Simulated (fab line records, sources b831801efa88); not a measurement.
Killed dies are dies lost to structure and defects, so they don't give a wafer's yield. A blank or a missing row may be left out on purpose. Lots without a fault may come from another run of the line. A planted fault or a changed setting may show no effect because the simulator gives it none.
Which tool did it? | flow sky130 | 11 lots, 33 wafers sampled, at 5 steps of a route of 708

WHAT THE GAUGES READ, wafer by wafer
SKY_VIA3_THK_MEAS_01.
lot  | measured     | on            | VIA3_HDPCVD_THK (nm)
L811 | day 39 05:28 | film_metro-02 | 1626 1631 1608
L812 | day 39 15:03 | film_metro-03 | 1637 1641 1652
L813 | day 40 05:56 | film_metro-03 | 1645 1629 1648
L816 | day 41 07:46 | film_metro-03 | 1634 1650 1614
L817 | day 41 14:56 | film_metro-02 | 1654 1645 1652
L819 | day 42 01:06 | film_metro-01 | 1615 1614 1611
L824 | day 43 09:40 | film_metro-03 | 1642 1650 1657
L826 | day 43 15:35 | film_metro-01 | 1606 1596 1624
L827 | day 44 06:04 | film_metro-01 | 1641 1648 1643
L832 | day 45 08:46 | film_metro-01 | 1640 1641 1644
L833 | day 45 13:05 | film_metro-03 | 1646 1624 1624

SKY_CAP2M_THK_MEAS_01.
lot  | measured     | on            | CAP2M_CVD_00_THK (nm)
L811 | day 40 08:13 | film_metro-02 | 15.57 15.70 15.45
L812 | day 40 17:38 | film_metro-04 | 14.94 15.29 15.24
L813 | day 41 08:22 | film_metro-04 | 15.42 15.82 15.61
L816 | day 42 09:42 | film_metro-02 | 15.27 15.36 15.90
L817 | day 42 16:43 | film_metro-02 | 15.01 15.37 15.57
L819 | day 43 03:16 | film_metro-04 | 15.14 15.54 15.59
L824 | day 44 10:52 | film_metro-03 | 15.20 15.41 20.66
L826 | day 44 17:13 | film_metro-03 | 15.14 15.84 15.57
L827 | day 45 06:09 | film_metro-04 | 15.39 15.78 20.70
L832 | day 46 08:46 | film_metro-02 | 15.29 15.47 15.79
L833 | day 46 12:10 | film_metro-03 | 15.52 15.58 15.85

WHICH TOOL RAN EACH LOT (tool, then ch and the chambers of the sampled wafers, then the start)
lot  | SKY_METAL3_SPUTTER_01        | SKY_METAL3_STRIP_19                  | SKY_CAP2M_CVD_00
L811 | pvd_sputter-03, day 37 00:16 | plasma_asher-03 ch 0,1, day 39 04:27 | pecvd-04 ch 0,1,2, day 40 08:11
L812 | pvd_sputter-02, day 37 09:26 | plasma_asher-04 ch 0,1, day 39 14:17 | pecvd-04 ch 0,1, day 40 17:37
L813 | pvd_sputter-01, day 38 01:11 | plasma_asher-01 ch 0,1, day 40 05:10 | pecvd-03 ch 0,1,2, day 41 08:21
L816 | pvd_sputter-01, day 39 04:17 | plasma_asher-04 ch 0,1, day 41 06:56 | pecvd-03 ch 0,2, day 42 09:40
L817 | pvd_sputter-03, day 39 12:10 | plasma_asher-03 ch 0,1, day 41 14:11 | pecvd-03 ch 0,2, day 42 16:41
L819 | pvd_sputter-01, day 39 22:08 | plasma_asher-03 ch 0, day 42 00:20   | pecvd-03 ch 0,1, day 43 03:14
L824 | pvd_sputter-03, day 41 08:27 | plasma_asher-04 ch 0,1, day 43 08:49 | pecvd-04 ch 0,2, day 44 10:50
L826 | pvd_sputter-01, day 41 14:17 | plasma_asher-03 ch 0,1, day 43 14:44 | pecvd-03 ch 0,1, day 44 17:12
L827 | pvd_sputter-03, day 42 05:55 | plasma_asher-03 ch 0,1, day 44 05:17 | pecvd-04 ch 0,1, day 45 06:07
L832 | pvd_sputter-03, day 43 09:40 | plasma_asher-03 ch 0,1, day 45 08:00 | pecvd-03 ch 0,2, day 46 08:44
L833 | pvd_sputter-03, day 43 14:10 | plasma_asher-04 ch 0,1, day 45 12:19 | pecvd-03 ch 1,2, day 46 12:09
- SKY_METAL3_SPUTTER_01: material TiN, target thk 20 nm, time 16.7 s.
- SKY_METAL3_STRIP_19: strips in O2/N2.
- SKY_CAP2M_CVD_00: deposits SiO2, target thk 15.5 nm.

WHAT THE TOOLS THEMSELVES READ (means of the sampled wafers that have a number; where no wafer has one, the mark that the record gives instead)
SKY_METAL3_SPUTTER_01.
lot  | tool           | throttle_valve_pct (%)
L811 | pvd_sputter-03 | 30.8
L812 | pvd_sputter-02 | 30.9
L813 | pvd_sputter-01 | 30.4
L816 | pvd_sputter-01 | 30.5
L817 | pvd_sputter-03 | 29.2
L819 | pvd_sputter-01 | 30.5
L824 | pvd_sputter-03 | 29.7
L826 | pvd_sputter-01 | 30.6
L827 | pvd_sputter-03 | 30.1
L832 | pvd_sputter-03 | 30.0
L833 | pvd_sputter-03 | 30.5

SKY_METAL3_STRIP_19.
lot  | tool            | drypump_motor_current_A (A) | oes_product_au (a.u.) | strip_time_to_endpoint_s (s)
L811 | plasma_asher-03 | 5.7                         | 0.502                 | 6.53
L812 | plasma_asher-04 | 5.9                         | 0.500                 | 6.52
L813 | plasma_asher-01 | 5.4                         | 0.499                 | 6.53
L816 | plasma_asher-04 | 5.9                         | 0.498                 | 6.56
L817 | plasma_asher-03 | 5.7                         | 0.499                 | 6.53
L819 | plasma_asher-03 | 5.5                         | 0.504                 | 6.65
L824 | plasma_asher-04 | 5.5                         | 0.505                 | 6.56
L826 | plasma_asher-03 | 5.7                         | 0.502                 | 6.53
L827 | plasma_asher-03 | 5.6                         | 0.498                 | 6.55
L832 | plasma_asher-03 | 5.7                         | 0.507                 | 6.51
L833 | plasma_asher-04 | 5.9                         | 0.501                 | 6.47

SKY_CAP2M_CVD_00.
lot  | tool     | heater_power_w (W)
L811 | pecvd-04 | 823
L812 | pecvd-04 | 888
L813 | pecvd-03 | 854
L816 | pecvd-03 | 758
L817 | pecvd-03 | 734
L819 | pecvd-03 | 792
L824 | pecvd-04 | 925
L826 | pecvd-03 | 866
L827 | pecvd-04 | 779
L832 | pecvd-03 | 845
L833 | pecvd-03 | 867

THE ANSWER, worked out from the rows above alone
Rule: what is usual is taken from the lots themselves. Put in order of their means at a reading, lots are off if they are a third of the lots or fewer, leave a main group of 4 or more, and stand apart from it by a gap of 3 or more times the standard deviation of the main group's means; of several such gaps the widest counts. A main group whose means are all the same, to the digits that the tables above print for the reading, isn't used. A lot without any number at a reading at which 4 lots or more have one is off too. The other lots that the step has rows for count as sound. The gauges are gone through in route order, then the tools' own readings, and for those a lot's mean is taken as printed above. The first step at which some lot is off is used, and at that step the reading that is off furthest; a lot without a number counts as furthest.
Off: L824, L827, at SKY_CAP2M_THK_MEAS_01 (CAP2M_CVD_00_THK). The main group: mean 15.48 nm, standard deviation 0.15.
A tool fits if, at a process step before that reading, it ran every lot that is off, and no sound lot after the first of them. The gauges at SKY_CAP2M_THK_MEAS_01 are tried like those tools. One fits: pecvd-04 at SKY_CAP2M_CVD_00. Its last sound lot is L812 (day 40 17:37), its first lot that is off L824 (day 44 10:50): a fault that began between those two fits.

WHAT THE SIMULATOR HAD PUT IN
Process parameter drift: pecvd-04, from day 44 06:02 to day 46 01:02, at SKY_CAP2M_CVD_00. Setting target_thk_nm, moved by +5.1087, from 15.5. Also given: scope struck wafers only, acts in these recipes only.
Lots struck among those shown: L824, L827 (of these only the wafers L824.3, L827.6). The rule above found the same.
